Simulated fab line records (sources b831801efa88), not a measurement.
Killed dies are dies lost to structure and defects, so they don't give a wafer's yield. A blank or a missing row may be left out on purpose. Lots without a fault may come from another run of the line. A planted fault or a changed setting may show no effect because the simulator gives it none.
Which tool did it? / flow gf180mcu / 13 lots with 39 wafers sampled at 4 steps, on a route of 602 steps

## WHAT THE GAUGES SHOWED, per wafer
GF_V2_THK_MEAS_03. Usual: V2_CVD_02_THK gives 847 nm (standard deviation 11).
lot=L116; measured=day 19 08:56; on=filmMetro-01; V2_CVD_02_THK (nm)=832 838 858; flag=
lot=L117; measured=day 19 22:48; on=filmMetro-03; V2_CVD_02_THK (nm)=845 861 843; flag=
lot=L118; measured=day 20 08:42; on=filmMetro-02; V2_CVD_02_THK (nm)=841 843 856; flag=
lot=L119; measured=day 20 12:25; on=filmMetro-01; V2_CVD_02_THK (nm)=826 838 845; flag=
lot=L121; measured=day 21 04:42; on=filmMetro-02; V2_CVD_02_THK (nm)=837 842 859; flag=
lot=L122; measured=day 21 20:39; on=filmMetro-02; V2_CVD_02_THK (nm)=834 843 858; flag=
lot=L123; measured=day 22 06:57; on=filmMetro-03; V2_CVD_02_THK (nm)=830 820 843; flag=
lot=L124; measured=day 22 19:32; on=filmMetro-02; V2_CVD_02_THK (nm)=843 829 844; flag=
lot=L125; measured=day 23 04:00; on=filmMetro-01; V2_CVD_02_THK (nm)=831 858 860; flag=
lot=L127; measured=day 24 02:39; on=filmMetro-02; V2_CVD_02_THK (nm)=851 852 865; flag=
lot=L128; measured=day 24 09:41; on=filmMetro-01; V2_CVD_02_THK (nm)=840 844 855; flag=
lot=L134; measured=day 26 00:49; on=filmMetro-02; V2_CVD_02_THK (nm)=846 845 857; flag=
lot=L138; measured=day 27 05:50; on=filmMetro-02; V2_CVD_02_THK (nm)=838 856 850; flag=

GF_V2_BOW_MEAS_05. Usual: V2_BOW gives 98 um (standard deviation 7.7).
lot=L116; measured=day 19 09:19; on=filmMetro-01; V2_BOW (um)=100 98 94; flag=
lot=L117; measured=day 19 23:28; on=filmMetro-02; V2_BOW (um)=101 105 99; flag=
lot=L118; measured=day 20 09:04; on=filmMetro-03; V2_BOW (um)=110 99 105; flag=
lot=L119; measured=day 20 12:46; on=filmMetro-01; V2_BOW (um)=105 96 97; flag=
lot=L121; measured=day 21 05:04; on=filmMetro-02; V2_BOW (um)=109 93 97; flag=
lot=L122; measured=day 21 21:02; on=filmMetro-03; V2_BOW (um)=97 98 119; flag=
lot=L123; measured=day 22 07:19; on=filmMetro-03; V2_BOW (um)=99 93 99; flag=
lot=L124; measured=day 22 19:53; on=filmMetro-01; V2_BOW (um)=91 97 74; flag=
lot=L125; measured=day 23 04:22; on=filmMetro-01; V2_BOW (um)=120 111 108; flag=
lot=L127; measured=day 24 03:01; on=filmMetro-03; V2_BOW (um)=99 94 99; flag=
lot=L128; measured=day 24 10:09; on=filmMetro-01; V2_BOW (um)=109 98 104; flag=
lot=L134; measured=day 26 01:22; on=filmMetro-03; V2_BOW (um)=92 97 106; flag=
lot=L138; measured=day 27 06:13; on=filmMetro-01; V2_BOW (um)=98 100 99; flag=

GF_M3_THK_MEAS_06: measures by xrf. Usual: M3_ALCU_THK gives 452 nm (standard deviation 3.9).
lot=L116; measured=day 20 11:48; on=filmMetro-03; M3_ALCU_THK (nm)=446 452 452; flag=
lot=L117; measured=day 21 01:57; on=filmMetro-01; M3_ALCU_THK (nm)=457 454 457; flag=
lot=L118; measured=day 21 11:18; on=filmMetro-03; M3_ALCU_THK (nm)=453 453 454; flag=
lot=L119; measured=day 21 15:24; on=filmMetro-03; M3_ALCU_THK (nm)=446 449 452; flag=
lot=L121; measured=day 22 07:05; on=filmMetro-01; M3_ALCU_THK (nm)=459 455 454; flag=
lot=L122; measured=day 22 22:15; on=filmMetro-01; M3_ALCU_THK (nm)=449 452 454; flag=
lot=L123; measured=day 23 08:41; on=filmMetro-03; M3_ALCU_THK (nm)=451 447 452; flag=
lot=L124; measured=day 23 20:55; on=filmMetro-03; M3_ALCU_THK (nm)=449 447 448; flag=
lot=L125; measured=day 24 04:50; on=filmMetro-01; M3_ALCU_THK (nm)=448 448 449; flag=
lot=L127; measured=day 25 02:47; on=filmMetro-03; M3_ALCU_THK (nm)=458 458 462; flag=
lot=L128; measured=day 25 08:05; on=filmMetro-04; M3_ALCU_THK (nm)=459 454 455; flag=
lot=L134; measured=day 27 00:39; on=filmMetro-04; M3_ALCU_THK (nm)=455 460 456; flag=
lot=L138; measured=day 28 04:19; on=filmMetro-01; M3_ALCU_THK (nm)=448 457 459; flag=

## TOOL THAT RAN EACH LOT (tool first, then ch and the chambers of the sampled wafers, then the start)
lot=L116; GF_M3_SPUTTER_00=pvdSputter-01, day 20 11:27
lot=L117; GF_M3_SPUTTER_00=pvdSputter-03, day 21 01:36
lot=L118; GF_M3_SPUTTER_00=pvdSputter-03, day 21 10:57
lot=L119; GF_M3_SPUTTER_00=pvdSputter-02, day 21 15:04
lot=L121; GF_M3_SPUTTER_00=pvdSputter-02, day 22 06:44
lot=L122; GF_M3_SPUTTER_00=pvdSputter-01, day 22 21:53
lot=L123; GF_M3_SPUTTER_00=pvdSputter-03, day 23 08:20
lot=L124; GF_M3_SPUTTER_00=pvdSputter-03, day 23 20:34
lot=L125; GF_M3_SPUTTER_00=pvdSputter-02, day 24 04:29
lot=L127; GF_M3_SPUTTER_00=pvdSputter-03, day 25 02:26
lot=L128; GF_M3_SPUTTER_00=pvdSputter-01, day 25 07:45
lot=L134; GF_M3_SPUTTER_00=pvdSputter-01, day 27 00:18
lot=L138; GF_M3_SPUTTER_00=pvdSputter-02, day 28 03:57
- GF_M3_SPUTTER_00: material Ti, target thk 37.5 nm, time 150 s.

## AS READ BY THE TOOLS THEMSELVES (means over the sampled wafers that have a number; for cases with no such wafer, the mark the record gives instead)
GF_M3_SPUTTER_00. Usual: cathodeDcPowerW 4000.1 W, standard deviation 0.68; throttleValvePct 29.9 %, standard deviation 1.2.
lot=L116; tool=pvdSputter-01; cathodeDcPowerW (W)=4000.4; throttleValvePct (%)=29.6; flag=
lot=L117; tool=pvdSputter-03; cathodeDcPowerW (W)=3999.8; throttleValvePct (%)=30.0; flag=
lot=L118; tool=pvdSputter-03; cathodeDcPowerW (W)=3999.9; throttleValvePct (%)=30.7; flag=
lot=L119; tool=pvdSputter-02; cathodeDcPowerW (W)=4000.2; throttleValvePct (%)=29.9; flag=
lot=L121; tool=pvdSputter-02; cathodeDcPowerW (W)=3999.8; throttleValvePct (%)=30.1; flag=
lot=L122; tool=pvdSputter-01; cathodeDcPowerW (W)=4000.3; throttleValvePct (%)=29.4; flag=
lot=L123; tool=pvdSputter-03; cathodeDcPowerW (W)=3999.8; throttleValvePct (%)=30.8; flag=
lot=L124; tool=pvdSputter-03; cathodeDcPowerW (W)=4000.0; throttleValvePct (%)=30.7; flag=
lot=L125; tool=pvdSputter-02; cathodeDcPowerW (W)=3999.9; throttleValvePct (%)=30.9; flag=
lot=L127; tool=pvdSputter-03; cathodeDcPowerW (W)=4000.3; throttleValvePct (%)=30.4; flag=
lot=L128; tool=pvdSputter-01; cathodeDcPowerW (W)=4000.2; throttleValvePct (%)=28.6; flag=
lot=L134; tool=pvdSputter-01; cathodeDcPowerW (W)=4174.9; throttleValvePct (%)=28.8; flag=OFF
lot=L138; tool=pvdSputter-02; cathodeDcPowerW (W)=4000.2; throttleValvePct (%)=31.0; flag=

## THE ANSWER, worked out from the rows above alone
Rule: take the mean of a lot's wafers that have a number; if it is more than 3 standard deviations from the usual mean, the lot is off. A lot without any number at a reading at which 4 lots or more have one is off too. Where the step has rows for the other lots, those lots are counted as sound. Order of review: gauges by route order, followed by the tools' own readings, for which a lot's mean as printed above is used. At the first step where some lot is off, the reading lying furthest off is the one used; lots without a number count as furthest.
Off: L134, at GF_M3_SPUTTER_00 (cathodeDcPowerW).
A tool fits if, at that step or a process step before it, it ran every lot that is off, and no sound lot after the first of them. One candidate fits, namely pvdSputter-01 at GF_M3_SPUTTER_00. A fault onset in the window from L128 (day 25 07:45, its last sound lot) to L134 (day 27 00:18, its first lot off) fits.
The tool's own readings at GF_M3_SPUTTER_00 bear it out: on the lots that are off they differ by more than 5 times the standard deviation of the sound lots' means. cathodeDcPowerW reads 4174.9 W there against 4000.1 W on the sound lots.

## WHAT THE SIMULATOR PUT IN
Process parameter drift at GF_M3_SPUTTER_00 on pvdSputter-01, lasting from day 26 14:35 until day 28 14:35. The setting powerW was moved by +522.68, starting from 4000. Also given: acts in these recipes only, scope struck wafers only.
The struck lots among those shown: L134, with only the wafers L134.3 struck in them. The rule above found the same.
